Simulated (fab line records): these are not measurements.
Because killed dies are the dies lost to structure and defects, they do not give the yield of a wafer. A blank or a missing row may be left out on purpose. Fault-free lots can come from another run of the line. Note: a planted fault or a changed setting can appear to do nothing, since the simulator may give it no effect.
2 desks looking at one fault	flow sky130	numbers are kept per desk, each desk with only its own; the story behind them comes last

## AT THE METROLOGY DESK
Means of the sampled wafers that have a number, per lot and without regard to the tool the lot ran on: this is what the gauges read. Any lot whose mean is over 4 standard deviations away from the usual mean is out of limits and marked OUT; that distance is given in the brackets.
Columns: A = cdNm at SKY_METAL4_CD_MEAS_13, usual 300.4 nm; B = VIA4_W_THK at SKY_VIA4_THK_MEAS_20, usual 503 nm
lot	first seen here	A	B
L816	day 42 16:23	302.4	495
L819	day 43 05:52	301.0	512
L821	day 44 02:31	298.7	507
L822	day 44 04:59	302.2	504
L823	day 44 06:58	300.7	508
L828	day 45 13:29	301.0	510
L829	day 45 22:28	300.6	503
L832	day 46 16:57	301.8	503
L834	day 47 01:27	300.4	500
L835	day 47 07:25	299.4	501
L836	day 47 10:04	299.6	498
L837	day 47 18:47	299.7	495
This desk's verdict: no lot among the 12 shows anything out of limits.

## THE TOOL OWNER'S DESK: lithoTrack-04
The tool's own readings at SKY_METAL5_SOFTBAKE_10 (time 60 s): means of the sampled wafers that have a number, for each lot that ran on this tool. Any lot whose mean is over 4 standard deviations away from the usual mean is out of limits and marked OUT; that distance is given in the brackets.
Columns: A = heaterPowerTotalW at SKY_METAL5_SOFTBAKE_10, usual 56.59 W; B = plateTempC at SKY_METAL5_SOFTBAKE_10, usual 90.02 C
lot	first seen here	A	B
L823	day 45 18:49	56.57	89.98
L828	day 46 23:26	56.60	90.14
L829	day 47 08:40	58.00 (+31) OUT	91.70 (+13) OUT
L832	day 48 02:07	58.03 (+32) OUT	91.63 (+12) OUT
This desk's verdict: out of limits on L829, L832, starting with L829 at day 47 08:40 (heaterPowerTotalW at SKY_METAL5_SOFTBAKE_10). In limits: L823, L828.

## TAKEN TOGETHER
The tool owner's desk could have raised an alarm at day 47 08:40, on L829, L832.
At the metrology desk, nothing out of limits was observed.
The metrology desk holds a record of L829, L832, inside its limits.
SKY_METAL5_SOFTBAKE_10 was run on lithoTrack-04 by each of the lots named.

## WHAT THE SIMULATOR HAD INSERTED
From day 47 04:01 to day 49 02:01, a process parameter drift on lithoTrack-04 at SKY_METAL5_SOFTBAKE_10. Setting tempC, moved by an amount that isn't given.
Struck lots among those shown: L829, L832.
Time in hours from fault onset to the first out-of-limits reading at each desk: the tool owner's desk, 5.
